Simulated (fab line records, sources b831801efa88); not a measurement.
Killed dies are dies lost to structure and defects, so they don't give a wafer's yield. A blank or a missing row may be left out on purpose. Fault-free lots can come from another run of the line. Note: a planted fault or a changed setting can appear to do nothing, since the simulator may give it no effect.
A lot that was struck, set against a sound lot + flow sky130 + 15 out of 708 route steps
Sound: wafers L563.1, L563.2, L563.5. Wafers L569.1, L569.3, L569.5 were the ones struck. The cause is given at the end.
Order at every step that has rows: each side's tool, ch and its chambers, its first start. Under that, the readings that differ: sound wafers + struck wafers + difference of the means + sigmas: that difference in standard deviations of wafers without a fault.
alike: readings whose means differ by less than 2 such deviations, and words and numbers that are the same on both sides. not compared: withheld readings, readings that some wafer has no value for, bounds like >300 that may hide the same value, and numbers for which the record gives no deviation and whose values overlap.
The two part at a step that has a row with sigmas, a row that says differs or no value, or rows on one side only. When numbers do not overlap yet have no deviation, they are printed without sigmas and do not part them. Lack of a reading on every wafer of one side parts them only where that side has two or more wafers.

first, 5 steps without rows for these wafers: SKY_SONOS_TUNNEL_COAT_02 (resist thk 1140 nm); SKY_SONOS_TUNNEL_SOFTBAKE_03 (time 60 s); SKY_SONOS_TUNNEL_EXPOSE_04 (exposes mask TUNM, target cd 410 nm); SKY_SONOS_TUNNEL_PEB_05; SKY_SONOS_TUNNEL_DEVELOP_06 (develop time 60 s).
SKY_SONOS_TUNNEL_CD_MEAS_07: the cd target is 410 nm.
  sound on cd-sem-01, day 14 19:58; struck on cd-sem-01, day 17 08:13
  alike: cd-nm
SKY_SONOS_TUNNEL_OVL_MEAS_08:
  sound on overlay-02, day 14 20:05; struck on overlay-01, day 17 08:20
  alike: SONOS_TUNNEL_OVL
then, 3 steps without rows for these wafers: SKY_SONOS_TUNNEL_IMPLANT_09; SKY_SONOS_TUNNEL_WET_ETCH_10 (etches SiO2 in dHF, target depth 14 nm, time 280 s); SKY_SONOS_TUNNEL_STRIP_11 (strips in SPM, time 600 s).
SKY_SONOS_TUNNEL_TW_MEAS_12:
  sound on film-metro-01, day 14 20:32; struck on film-metro-01, day 17 08:47
  alike: SONOS_TUNNEL_TW
then, 1 step without rows for these wafers: SKY_SONOS_TUNNEL_CLEAN_13 (cleans in dHF, time 20 s).
SKY_SONOS_ONO_OXIDATION_00: stabilise 600 s, purge 300 s, target thk 2.6 nm.
  sound on furnace-02 ch 0, day 14 22:25; struck on furnace-02 ch 0, day 17 08:59
| reading                   | sound             | struck            | difference | sigmas |
|---------------------------|-------------------|-------------------|------------|--------|
| spike-tc-upper-C (C)      | 800.7 798.7 802.2 | 835.7 834.3 836.2 | +34.9      | +32    |
| zone-power-centre-pct (%) | 15.9 15.8 15.6    | 10.4 10.4 10.6    | -5.3       | -3     |
| zone-power-top-pct (%)    | 27.8 27.3 27.8    | 21.2 21.0 21.2    | -6.5       | -12    |
| zone-power-upper-pct (%)  | 13.4 13.6 13.6    | 24.6 24.3 24.1    | +10.8      | +8     |
  alike: zone-power-bottom-pct
SKY_SONOS_ONO_THK_MEAS_01:
  sound on film-metro-02, day 14 23:46; struck on film-metro-01, day 17 10:20
| reading                      | sound          | struck         | difference | sigmas |
|------------------------------|----------------|----------------|------------|--------|
| SONOS_ONO_OXIDATION_THK (nm) | 2.70 2.70 2.66 | 2.53 2.44 2.52 | -0.19      | -3     |
SKY_PAD_OPEN_PROBE_99:
  sound wafers here have rows in the record (prober-02, day 48 11:38); struck ones have none

WHERE THEY PART
Earliest at SKY_SONOS_ONO_OXIDATION_00; latest, in this record, at SKY_PAD_OPEN_PROBE_99.

WHY: what the simulator had put in
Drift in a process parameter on furnace-02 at SKY_SONOS_ONO_OXIDATION_00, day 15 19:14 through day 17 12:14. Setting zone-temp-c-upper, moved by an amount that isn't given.
